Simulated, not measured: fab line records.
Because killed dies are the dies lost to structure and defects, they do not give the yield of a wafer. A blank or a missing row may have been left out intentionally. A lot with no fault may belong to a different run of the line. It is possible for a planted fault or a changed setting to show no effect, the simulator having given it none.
fab line records	flow sky130
record lots=14	wafers=41	last_day=50
route steps=708 shown VIA1@470 METAL2@486 VIA2@521 METAL3@532
lots that met no fault: taken from a fault-free run of the same line
start_h: hours from the record's first day to the start of the lot's first wafer shown	wait_h: hours elapsed since this lot's preceding step	" same as the row above	L1.1+2: a row that stands for several wafers	- value missing, or start not given	* or withheld: withheld	< > ~ a bound
route shown NAME@n: NAME is a module with steps in the file, n the number in the route of the first one	usual: the fault-free wafers' mean and standard deviation	same: alike in all rows	chamber/n: place in a boat	sites: each site's reading	_std_site: their standard deviation	_edge_site: mean of outer sites minus mean of inner sites	radius_mm: how far each site lies from the wafer's centre	mask NAME#n: copy n	behind: the most recent tool/chamber to have shaped the wafer	hold: why the lot was held/for how many hours/how that ended	device: whichever transistor did not switch (one of n, p or np)	end of line: tests of these same wafers at the route's end	a step without rows: its recipe alone	killed: count of dies lost to structure and defects at first sort (not the wafer's yield)	map: a wafer's dies, x killed, . not, _ none there
set.NAME: the run value of the setting; set.NAME@STEP: its run value at that earlier step	model.NAME: the simulator's own value behind a step, which no gauge read
the route's steps for a sample of lots (tables are steps, rows are wafers)
services: from which hour (start_h, from the record's first day; less than 0 if before it) a tool's chamber was out of use, for how many hours, and why
## steps
# step SKY_VIA1_CD_MEAS_12
# recipe target_cd_nm=150
# usual cd_nm=150.1/1.4
lot.wafer	tool	chamber	start_h	wait_h	cd_nm
L496.1	cd_sem-01	-	766.85	-	151.0
L496.4	"	-	"	"	150.0
L496.6	"	-	"	"	149.1
L497.2	cd_sem-01	-	792.12	-	150.2
L497.3	"	-	"	"	151.3
L497.4	"	-	"	"	150.0
L498.2	cd_sem-01	-	807.42	-	148.3
L498.3	"	-	"	"	147.2
L498.6	"	-	"	"	146.4
L499.1	cd_sem-02	-	828.81	-	152.2
L499.4	"	-	"	"	151.4
L499.5	"	-	"	"	152.7
L500.2	cd_sem-01	-	831.02	-	149.0
L500.3	"	-	"	"	148.6
L500.6	"	-	"	"	151.0
L501.1	cd_sem-02	-	836.30	-	149.1
L501.5	"	-	"	"	151.3
L501.6	"	-	"	"	151.2
L503.2	cd_sem-01	-	857.42	-	150.9
L503.5	"	-	"	"	150.6
L503.6	"	-	"	"	149.8
L505.1	cd_sem-02	-	874.70	-	151.8
L505.5	"	-	"	"	151.4
L505.6	"	-	"	"	152.4
L506.1	cd_sem-02	-	882.95	-	149.7
L506.3	"	-	"	"	150.1
L506.5	"	-	"	"	149.9
L512.1	cd_sem-02	-	928.41	-	150.9
L512.3	"	-	"	"	150.9
L512.6	"	-	"	"	149.8
L511.3	cd_sem-01	-	931.65	-	148.8
L511.4	"	-	"	"	149.2
L511.6	"	-	"	"	150.5
L508.1	cd_sem-01	-	934.25	-	149.5
L508.3	"	-	"	"	148.7
L508.5	"	-	"	"	148.6
L510.1	cd_sem-02	-	934.96	-	150.9
L510.3	"	-	"	"	153.0
L510.5	"	-	"	"	153.1
L519.4	cd_sem-01	-	977.71	-	150.9
L519.5	"	-	"	"	149.9
# step SKY_VIA1_ETCH_15
# recipe target=SiO2	chemistry=C4F8/O2/Ar	target_depth_nm=351	stop_on=TiN	mask_material=KrF-thick	source_w=1500	bias_w=1200	pressure_mtorr=40	c4f8_flow_sccm=withheld	O2_flow_sccm=6	Ar_flow_sccm=300	time_s=54
# usual bias_w=1199/3.5	oes_product_au=0.982/0.0053	rf_fwd_power_W=1487/5.6	run_length_s=82.2/0.54
lot.wafer	tool	chamber	start_h	wait_h	bias_w	oes_product_au	rf_fwd_power_W	rf_hours_counter_h	run_length_s
L496.1	rie_diel-03	0	767.05	0.0	1200	0.971	1478	6	82.7
L496.4	"	2	"	"	1199	0.979	1481	9	82.0
L496.6	"	3	"	"	1193	0.982	1493	-	82.4
L497.2	rie_diel-04	3	792.30	0.0	1199	0.977	1490	9	82.5
L497.3	"	2	"	"	1198	0.987	1490	15	82.4
L497.4	"	0	"	"	1193	0.987	1485	6	82.0
L498.2	rie_diel-04	1	807.60	0.0	1204	0.979	1483	11	82.9
L498.3	"	0	"	"	1200	0.980	1481	6	82.0
L498.6	"	0	"	"	1197	0.980	1482	-	82.1
L499.1	rie_diel-03	2	829.01	0.0	1194	0.984	1492	11	82.4
L499.4	"	1	"	"	1197	0.976	1489	3	81.5
L499.5	"	3	"	"	1200	0.985	1490	-	82.8
L500.2	rie_diel-01	3	831.20	0.0	1201	0.990	1487	10	82.7
L500.3	"	1	"	"	1197	0.994	1494	17	81.6
L500.6	"	2	"	"	1199	0.984	1480	-	82.1
L501.1	rie_diel-04	1	836.50	0.0	1199	0.973	1479	12	82.5
L501.5	"	3	"	"	1202	0.979	1483	-	82.5
L501.6	"	2	"	"	1200	0.978	1491	-	82.8
L503.2	rie_diel-03	3	857.60	0.0	1204	0.977	1495	5	82.3
L503.5	"	0	"	"	1197	0.980	1482	-	82.4
L503.6	"	3	"	"	1200	0.977	1497	-	82.3
L505.1	rie_diel-03	1	874.90	0.0	1198	0.978	1481	4	81.6
L505.5	"	3	"	"	1200	0.980	1490	-	82.6
L505.6	"	2	"	"	1197	0.976	1487	-	82.4
L506.1	rie_diel-03	2	883.15	0.0	1197	0.985	1485	12	82.3
L506.3	"	0	"	"	1198	0.979	1485	9	82.8
L506.5	"	3	"	"	1205	0.983	1490	-	82.8
L512.1	rie_diel-03	0	928.61	0.0	1201	0.980	1486	10	82.4
L512.3	"	1	"	"	1201	0.975	1490	5	81.0
L512.6	"	0	"	"	1196	0.980	1488	-	82.5
L511.3	rie_diel-03	0	931.80	0.0	1198	0.975	1493	10	82.4
L511.4	"	2	"	"	1206	0.979	1492	13	82.1
L511.6	"	1	"	"	1201	0.982	1490	-	81.3
L508.1	rie_diel-03	1	934.45	0.0	1205	0.975	1492	6	81.1
L508.3	"	0	"	"	1193	0.980	1487	10	82.5
L508.5	"	3	"	"	1202	0.984	1495	-	82.3
L510.1	rie_diel-01	3	935.15	0.0	1193	0.990	1486	13	82.7
L510.3	"	1	"	"	1202	0.988	1480	20	81.7
L510.5	"	3	"	"	1196	0.987	1489	-	82.9
L519.4	rie_diel-01	1	977.85	0.0	1199	0.987	1491	21	81.7
L519.5	"	2	"	"	1198	0.982	1488	-	82.2
# step SKY_METAL2_SPUTTER_03
# recipe material=Ti	target_thk_nm=5	power_w=3000	time_s=3.3	chamber_pressure_pa=0.4
# usual throttle_valve_pct=30.2/1.2
lot.wafer	tool	chamber	start_h	wait_h	throttle_valve_pct
L496.1	pvd_sputter-04	-	768.53	0.0	31.1
L496.4	"	-	"	"	29.4
L496.6	"	-	"	"	31.3
L497.2	pvd_sputter-01	-	793.65	0.0	30.4
L497.3	"	-	"	"	33.0
L497.4	"	-	"	"	28.6
L498.2	pvd_sputter-04	-	809.17	0.0	29.9
L498.3	"	-	"	"	29.9
L498.6	"	-	"	"	29.8
L499.1	pvd_sputter-01	-	830.40	0.0	29.9
L499.4	"	-	"	"	28.7
L499.5	"	-	"	"	33.0
L500.2	pvd_sputter-01	-	832.63	0.0	32.6
L500.3	"	-	"	"	28.4
L500.6	"	-	"	"	29.6
L501.1	pvd_sputter-03	-	837.86	0.0	30.8
L501.5	"	-	"	"	30.8
L501.6	"	-	"	"	29.0
L503.2	pvd_sputter-04	-	858.99	0.0	29.3
L503.5	"	-	"	"	31.1
L503.6	"	-	"	"	29.8
L505.1	pvd_sputter-01	-	876.29	0.0	29.8
L505.5	"	-	"	"	30.1
L505.6	"	-	"	"	28.2
L506.1	pvd_sputter-03	-	884.53	0.0	29.0
L506.3	"	-	"	"	30.9
L506.5	"	-	"	"	31.1
L512.1	pvd_sputter-03	-	930.04	0.0	31.0
L512.3	"	-	"	"	29.4
L512.6	"	-	"	"	29.1
L511.3	pvd_sputter-01	-	933.15	0.0	29.7
L511.4	"	-	"	"	30.4
L511.6	"	-	"	"	30.4
L508.1	pvd_sputter-01	-	935.83	0.0	30.1
L508.3	"	-	"	"	32.9
L508.5	"	-	"	"	29.8
L510.1	pvd_sputter-03	-	936.50	0.0	29.7
L510.3	"	-	"	"	29.0
L510.5	"	-	"	"	30.5
L519.4	pvd_sputter-01	-	979.19	0.0	29.8
L519.5	"	-	"	"	28.6
# step SKY_VIA2_ETCH_14
# recipe chemistry=N2/H2	target=BARC	ion_energy_ev=200	source_w=500	bias_w=100	pressure_mtorr=30	n2_flow_sccm=100	h2_flow_sccm=200	stop_on=SiO2	time_s=45.9	target_depth_a=600
# usual bias_w=100.0/0.33	drypump_motor_current_A=5.7/0.49	oes_product_au=0.855/0.0046	rf_fwd_power_W=494.8/2.1	run_length_s=74.2/0.57	throttle_valve_pct=13.226/0.0091
lot.wafer	tool	chamber	start_h	wait_h	bias_w	drypump_motor_current_A	oes_product_au	rf_fwd_power_W	rf_hours_counter_h	run_length_s	throttle_valve_pct
L496.1	rie_diel-02	2	815.76	0.0	99.8	5.6	0.856	495.1	24	74.6	13.227
L496.4	"	1	"	"	100.0	6.3	0.855	489.6	13	75.4	13.242
L496.6	"	1	"	"	100.0	6.2	0.853	491.3	-	74.8	13.223
L497.2	rie_diel-02	2	844.93	0.0	100.5	5.6	0.854	491.9	25	74.8	13.226
L497.3	"	0	"	"	100.0	5.1	0.852	494.8	9	74.3	13.223
L497.4	"	3	"	"	99.8	5.9	0.867	493.9	10	73.7	13.225
L498.2	rie_diel-01	3	863.66	0.0	100.6	6.5	0.858	496.1	10	74.7	13.245
L498.3	"	2	"	"	100.3	6.2	0.856	494.4	8	74.0	13.240
L498.6	"	2	"	"	100.2	6.2	0.856	495.5	-	74.3	13.219
L499.1	rie_diel-03	2	884.16	0.0	99.7	5.9	0.857	496.2	12	74.6	13.233
L499.4	"	1	"	"	100.2	6.0	0.856	493.7	4	73.0	13.235
L499.5	"	0	"	"	100.5	5.8	0.859	493.0	-	74.5	13.231
L500.2	rie_diel-01	3	885.61	0.0	100.0	6.4	0.849	494.4	11	74.7	13.226
L500.3	"	0	"	"	100.8	5.4	0.856	496.6	2	73.2	13.220
L500.6	"	0	"	"	100.3	5.4	0.863	494.0	-	73.3	13.223
L501.1	rie_diel-02	3	891.08	0.0	99.9	5.9	0.852	498.1	12	73.9	13.228
L501.5	"	3	"	"	100.2	5.9	0.857	493.9	-	73.8	13.227
L501.6	"	2	"	"	100.7	5.6	0.856	492.0	-	74.7	13.229
L503.2	rie_diel-03	0	912.71	0.0	100.3	5.9	0.858	494.4	9	74.6	13.211
L503.5	"	3	"	"	100.3	5.0	0.861	495.3	-	74.6	13.227
L503.6	"	2	"	"	99.8	5.9	0.855	492.9	-	74.3	13.221
L505.1	rie_diel-01	1	928.81	0.0	100.0	4.9	0.854	493.4	20	73.6	13.226
L505.5	"	0	"	"	100.0	5.4	0.857	496.1	-	73.4	13.228
L505.6	"	1	"	"	99.7	4.9	0.862	494.6	-	73.8	13.226
L506.1	rie_diel-03	0	936.76	0.0	99.8	5.9	0.854	493.4	10	74.7	13.244
L506.3	"	3	"	"	100.0	5.0	0.861	495.5	8	74.2	13.223
L506.5	"	1	"	"	99.8	6.1	0.855	495.0	-	73.2	13.232
L512.1	rie_diel-01	2	981.06	0.0	100.1	6.1	0.858	494.8	12	74.2	13.224
L512.3	"	0	"	"	99.1	5.4	0.851	498.5	5	73.9	13.249
L512.6	"	1	"	"	99.9	4.9	0.848	493.5	-	73.8	13.232
L511.3	rie_diel-01	3	983.76	0.0	99.6	6.5	0.860	496.5	14	75.0	13.223
L511.4	"	0	"	"	100.1	5.4	0.862	496.0	5	73.1	13.237
L511.6	"	1	"	"	100.4	4.9	0.861	498.5	-	73.6	13.229
L508.1	rie_diel-01	0	985.16	0.0	99.8	5.4	0.856	496.9	5	74.0	13.229
L508.3	"	1	"	"	100.0	4.9	0.859	495.0	22	73.7	13.221
L508.5	"	2	"	"	-	6.2	0.995	-	-	54.4	13.245
L510.1	rie_diel-03	1	986.08	0.0	100.1	6.1	0.857	494.7	7	73.0	13.222
L510.3	"	2	"	"	100.2	5.9	0.851	496.9	15	74.0	13.234
L510.5	"	2	"	"	100.1	5.9	0.847	497.4	-	74.1	13.219
L519.4	rie_diel-01	1	1029.01	0.0	100.3	4.9	0.860	497.9	23	73.7	13.237
L519.5	"	2	"	"	-	6.2	0.985	-	-	53.9	13.235
# step SKY_VIA2_ETCH_15
# recipe target=SiO2	chemistry=C4F8/O2/Ar	target_depth_nm=546	stop_on=TiN	mask_material=KrF-thick	source_w=1500	bias_w=1200	pressure_mtorr=40	c4f8_flow_sccm=withheld	O2_flow_sccm=6	Ar_flow_sccm=300	time_s=84
# usual bias_w=1200/3.7	oes_product_au=0.939/0.0048	rf_fwd_power_W=1489/5.4	run_length_s=112.2/0.58
lot.wafer	tool	chamber	start_h	wait_h	bias_w	oes_product_au	rf_fwd_power_W	rf_hours_counter_h	run_length_s
L496.1	rie_diel-02	2	815.80	0.0	1200	0.938	1488	24	112.6
L496.4	"	1	"	"	1198	0.932	1481	13	112.9
L496.6	"	1	"	"	1201	0.940	1476	-	112.9
L497.2	rie_diel-02	2	844.97	0.0	1198	0.940	1492	25	112.9
L497.3	"	0	"	"	1201	0.937	1486	9	112.2
L497.4	"	3	"	"	1202	0.936	1488	10	111.8
L498.2	rie_diel-01	3	863.70	0.0	1196	0.935	1483	10	112.8
L498.3	"	2	"	"	1198	0.941	1485	8	112.4
L498.6	"	2	"	"	1201	0.943	1484	-	112.2
L499.1	rie_diel-03	2	884.20	0.0	1199	0.940	1485	12	112.3
L499.4	"	1	"	"	1196	0.943	1480	4	111.1
L499.5	"	0	"	"	1201	0.930	1496	-	112.9
L500.2	rie_diel-01	3	885.65	0.0	1193	0.942	1494	11	112.7
L500.3	"	0	"	"	1203	0.952	1495	2	111.3
L500.6	"	0	"	"	1204	0.942	1496	-	111.3
L501.1	rie_diel-02	3	891.12	0.0	1197	0.938	1494	12	112.6
L501.5	"	3	"	"	1199	0.943	1489	-	111.7
L501.6	"	2	"	"	1202	0.937	1486	-	112.5
L503.2	rie_diel-03	0	912.75	0.0	1195	0.937	1494	9	112.6
L503.5	"	3	"	"	1201	0.949	1489	-	112.8
L503.6	"	2	"	"	1202	0.942	1485	-	112.1
L505.1	rie_diel-01	1	928.85	0.0	1201	0.941	1492	20	111.5
L505.5	"	0	"	"	1200	0.939	1491	-	111.6
L505.6	"	1	"	"	1203	0.945	1491	-	111.5
L506.1	rie_diel-03	0	936.80	0.0	1201	0.936	1481	10	112.9
L506.3	"	3	"	"	1198	0.947	1493	8	112.5
L506.5	"	1	"	"	1205	0.940	1487	-	111.6
L512.1	rie_diel-01	2	981.10	0.0	1201	0.936	1493	12	112.4
L512.3	"	0	"	"	1198	0.937	1492	5	111.6
L512.6	"	1	"	"	1205	0.930	1492	-	111.7
L511.3	rie_diel-01	3	983.80	0.0	1201	0.940	1482	14	113.3
L511.4	"	0	"	"	1204	0.931	1497	5	111.6
L511.6	"	1	"	"	1203	0.936	1497	-	112.0
L508.1	rie_diel-01	0	985.20	0.0	1202	0.934	1494	5	111.4
L508.3	"	1	"	"	1202	0.943	1496	22	111.6
L508.5	"	2	"	"	1205	0.372	1489	-	112.5
L510.1	rie_diel-03	1	986.12	0.0	1201	0.940	1484	7	111.2
L510.3	"	2	"	"	1202	0.940	1489	15	112.3
L510.5	"	2	"	"	1197	0.953	1486	-	112.6
L519.4	rie_diel-01	1	1029.05	0.0	1205	0.937	1498	23	111.4
L519.5	"	2	"	"	1200	0.374	1487	-	112.1
# step SKY_VIA2_STRIP_16
# recipe chemistry=O2/N2	power_w=1400	pressure_mtorr=1500	platen_temp_c=withheld	o2_flow_sccm=3000	n2_flow_sccm=300	overash_fraction=0.5
# usual drypump_motor_current_A=5.6/0.41	oes_product_au=0.398/0.0051	strip_time_to_endpoint_s=4.049/0.021
# same overash_fraction=0.5
lot.wafer	tool	chamber	start_h	wait_h	drypump_motor_current_A	oes_product_au	rf_hours_counter_h	strip_time_to_endpoint_s
L496.1	plasma_asher-04	0	815.86	0.0	6.3	0.403	38	4.061
L496.4	"	1	"	"	5.1	0.392	-	4.036
L496.6	"	1	"	"	5.1	0.399	-	4.050
L497.2	plasma_asher-01	1	845.03	0.0	5.9	0.399	10	4.054
L497.3	"	0	"	"	5.4	0.401	-	4.044
L497.4	"	1	"	"	5.9	0.409	-	4.059
L498.2	plasma_asher-03	1	863.77	0.0	5.3	0.406	72	4.051
L498.3	"	1	"	"	5.3	0.391	-	4.087
L498.6	"	1	"	"	5.3	0.400	-	4.098
L499.1	plasma_asher-03	1	884.27	0.0	5.3	0.393	73	4.066
L499.4	"	0	"	"	5.8	0.401	-	4.069
L499.5	"	0	"	"	5.7	0.401	-	4.064
L500.2	plasma_asher-03	0	885.72	0.0	5.7	0.392	74	4.004
L500.3	"	0	"	"	5.8	0.390	-	4.012
L500.6	"	1	"	"	5.3	0.399	-	4.010
L501.1	plasma_asher-03	0	891.18	0.0	5.7	0.399	74	4.045
L501.5	"	0	"	"	5.7	0.386	-	4.035
L501.6	"	1	"	"	5.3	0.403	-	4.051
L503.2	plasma_asher-01	1	912.81	0.0	5.9	0.397	17	4.040
L503.5	"	1	"	"	5.9	0.399	-	4.080
L503.6	"	0	"	"	5.4	0.396	-	4.049
L505.1	plasma_asher-03	1	928.92	0.0	5.3	0.405	78	4.050
L505.5	"	0	"	"	5.7	0.400	-	4.043
L505.6	"	1	"	"	5.3	0.400	-	4.064
L506.1	plasma_asher-01	1	936.86	0.0	5.9	0.403	20	4.023
L506.3	"	0	"	"	5.4	0.399	-	4.045
L506.5	"	1	"	"	5.9	0.401	-	4.032
L512.1	plasma_asher-03	0	981.16	0.0	5.7	0.399	83	4.043
L512.3	"	1	"	"	5.3	0.399	-	4.032
L512.6	"	0	"	"	5.8	0.392	-	4.062
L511.3	plasma_asher-01	0	983.90	0.1	5.4	0.402	-	4.040
L511.4	"	1	"	"	5.9	0.394	-	4.042
L511.6	"	0	"	"	5.4	0.401	-	4.031
L508.1	plasma_asher-01	1	985.27	0.0	5.9	0.401	24	4.048
L508.3	"	1	"	"	5.9	0.411	-	4.070
L508.5	"	1	"	"	5.9	0.411	-	4.286
L510.1	plasma_asher-03	1	986.18	0.0	5.3	0.394	83	4.033
L510.3	"	1	"	"	5.3	0.402	-	4.017
L510.5	"	1	"	"	5.3	0.396	-	4.038
L519.4	plasma_asher-04	0	1029.15	0.1	6.3	0.396	-	4.044
L519.5	"	1	"	"	5.1	0.405	-	4.265
# step SKY_METAL3_SPUTTER_00
# recipe material=Ti	target_thk_nm=15	power_w=3000	time_s=10	chamber_pressure_pa=0.4
# usual throttle_valve_pct=30.0/1.2
lot.wafer	tool	chamber	start_h	wait_h	throttle_valve_pct
L496.1	pvd_sputter-01	-	817.46	0.2	28.7
L496.4	"	-	"	"	32.6
L496.6	"	-	"	"	28.6
L497.2	pvd_sputter-04	-	846.33	0.2	29.2
L497.3	"	-	"	"	29.9
L497.4	"	-	"	"	31.0
L498.2	pvd_sputter-01	-	865.03	0.2	30.1
L498.3	"	-	"	"	28.5
L498.6	"	-	"	"	29.4
L499.1	pvd_sputter-02	-	885.78	0.1	30.3
L499.4	"	-	"	"	29.1
L499.5	"	-	"	"	28.5
L500.2	pvd_sputter-01	-	887.01	0.2	28.6
L500.3	"	-	"	"	30.5
L500.6	"	-	"	"	29.0
L501.1	pvd_sputter-02	-	892.45	0.1	31.7
L501.5	"	-	"	"	28.1
L501.6	"	-	"	"	30.2
L503.2	pvd_sputter-04	-	914.12	0.1	31.2
L503.5	"	-	"	"	29.8
L503.6	"	-	"	"	31.2
L505.1	pvd_sputter-02	-	930.22	0.2	29.6
L505.5	"	-	"	"	30.3
L505.6	"	-	"	"	28.3
L506.1	pvd_sputter-02	-	938.14	0.2	31.6
L506.3	"	-	"	"	28.3
L506.5	"	-	"	"	29.4
L512.1	pvd_sputter-01	-	982.43	0.1	28.5
L512.3	"	-	"	"	33.0
L512.6	"	-	"	"	28.8
L511.3	pvd_sputter-02	-	985.13	0.1	31.6
L511.4	"	-	"	"	28.7
L511.6	"	-	"	"	29.5
L508.1	pvd_sputter-02	-	986.66	0.1	29.3
L508.3	"	-	"	"	28.3
L510.1	pvd_sputter-01	-	987.45	0.2	32.8
L510.3	"	-	"	"	28.8
L510.5	"	-	"	"	29.8
L519.4	pvd_sputter-04	-	1030.39	0.2	29.0
## services
tool	chamber	start_h	hours	kind
rie_diel-01	0	743.21	4.5	repair
rie_diel-01	2	750.39	1.8	repair
pvd_sputter-04	-	758.12	4.4	repair
pvd_sputter-04	-	762.76	1.7	repair
rie_diel-02	-	768.15	0.4	repair
rie_diel-03	-	780.82	4.3	pm
rie_diel-03	3	785.55	7.8	repair
rie_diel-03	-	797.78	0.4	repair
pvd_sputter-02	-	798.59	4.2	repair
pvd_sputter-01	-	808.68	3.4	repair
pvd_sputter-01	-	828.97	0.7	repair
rie_diel-01	-	843.42	14.6	pm
plasma_asher-03	-	886.89	0.4	repair
rie_diel-03	2	924.30	5.2	repair
rie_diel-01	0	943.99	6.9	repair
rie_diel-03	3	952.93	8.1	repair
plasma_asher-03	-	955.51	2.8	repair
rie_diel-01	-	971.53	2.8	pm
pvd_sputter-02	-	974.43	3.5	repair
pvd_sputter-02	-	980.73	1.7	repair
plasma_asher-03	-	1011.45	2.4	repair
rie_diel-02	-	1016.33	2.8	pm
pvd_sputter-02	-	1018.61	3.8	repair
plasma_asher-03	-	1023.21	4.3	pm
## key
first_sign step=SKY_VIA2_ETCH_14	reading=run_length_s	direction=down	sigmas=35	usual=*	struck=*
effect step=SKY_VIA2_ETCH_14	reading=oes_product_au	direction=up	sigmas=29	usual=0.855	struck=0.990
effect step=SKY_VIA2_ETCH_15	reading=oes_product_au	direction=down	sigmas=99+	usual=0.939	struck=0.373
effect step=SKY_VIA2_STRIP_16	reading=strip_time_to_endpoint_s	direction=up	sigmas=11	usual=*	struck=*
effect step=SKY_METAL3_SPUTTER_00	reading=visit	direction=missing
met_at SKY_VIA2_ETCH_14
struck_lots L508,L519
struck_wafers L508.5,L519.5
later_rows_left_out L508.5,L519.5
sort_left_out L508.5,L519.5
not_acting_at SKY_VIA1_CD_MEAS_12,SKY_VIA1_ETCH_15,SKY_METAL2_SPUTTER_03
onset_between 983.76 985.16
fault kind=process_parameter_drift	tool=rie_diel-01	chamber=-	onset_h=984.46	steps=SKY_VIA2_ETCH_14	channel=time_s	offset=*	shape=step	end_h=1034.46	scope=struck_wafers_only	acts_in=*	stated=*
# sort_left_out: the simulated sort isn't trusted on such a fault, so these wafers' sort isn't shown, and their yield isn't known
# later_rows_left_out: the simulator's readings of these wafers behind a module that went badly wrong aren't trusted and aren't shown, but for the sort
